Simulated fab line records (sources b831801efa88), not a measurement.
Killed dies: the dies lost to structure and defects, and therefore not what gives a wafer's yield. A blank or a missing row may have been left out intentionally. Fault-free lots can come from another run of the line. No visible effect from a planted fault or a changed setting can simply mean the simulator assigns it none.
Matching of chambers | flow sky130 | SKY_VIA3_ETCH_15 on rie diel-02: 4 sister chambers
The step etches SiO2 in C4F8/O2/Ar, stops on TiN, target depth 507 nm, time 78 s. 8 wafers are shown with their chamber, then 7 later ones without.

== WAFERS, EACH WITH ITS CHAMBER ==
wafer  | chamber | oes product au (a.u.) | rf fwd power W (W)
L077.3 | 1       | 0.948                 | 1485
L077.6 | 2       | 0.935                 | 1487
L082.3 | 0       | 0.944                 | 1485
L086.1 | 3       | 0.951                 | 1495
L086.2 | 2       | 0.944                 | 1486
L086.3 | 0       | 0.941                 | 1494
L088.3 | 3       | 0.951                 | 1487
L088.4 | 1       | 0.951                 | 1485

== WAFERS MISSING THEIR CHAMBER ==
wafer  | oes product au (a.u.) | rf fwd power W (W)
L088.6 | 0.952                 | 1481
L085.2 | 0.944                 | 1480
L085.4 | 0.948                 | 1495
L085.6 | 0.947                 | 1486
L096.2 | 0.949                 | 1485
L096.4 | 0.943                 | 1492
L096.5 | 0.941                 | 1496

== EACH ONE'S CHAMBER ==
wafer  | from the rows above               | in truth
L088.6 | can't be placed: 1 or 3           | 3
L085.2 | can't be placed: 1 or 2 or 0 or 3 | 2
L085.4 | can't be placed: 3 or 0 or 1 or 2 | 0
L085.6 | can't be placed: 1 or 0 or 3 or 2 | 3
L096.2 | can't be placed: 1 or 3 or 0      | 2
L096.4 | can't be placed: 0 or 2 or 3 or 1 | 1
L096.5 | can't be placed: 0 or 2 or 3 or 1 | 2
0 of 7 placed correctly. These rows do not allow placing 7 (true chamber among the candidates in 6). Placed wrongly: 0.
How it was worked out, from the rows above alone: a wafer's distance from a chamber is the root of the sum, over the readings, of the square of ((its reading less the chamber's mean) divided by the reading's scatter). If the next closest chamber is less than 2 further off than the closest, the wafer can't be placed; otherwise it belongs to the closest. Each chamber's mean is taken over the wafers shown for it. The scatter is the square root of a quotient: the sum, over the shown wafers, of each reading's squared deviation from its chamber's mean, divided by wafers minus chambers.
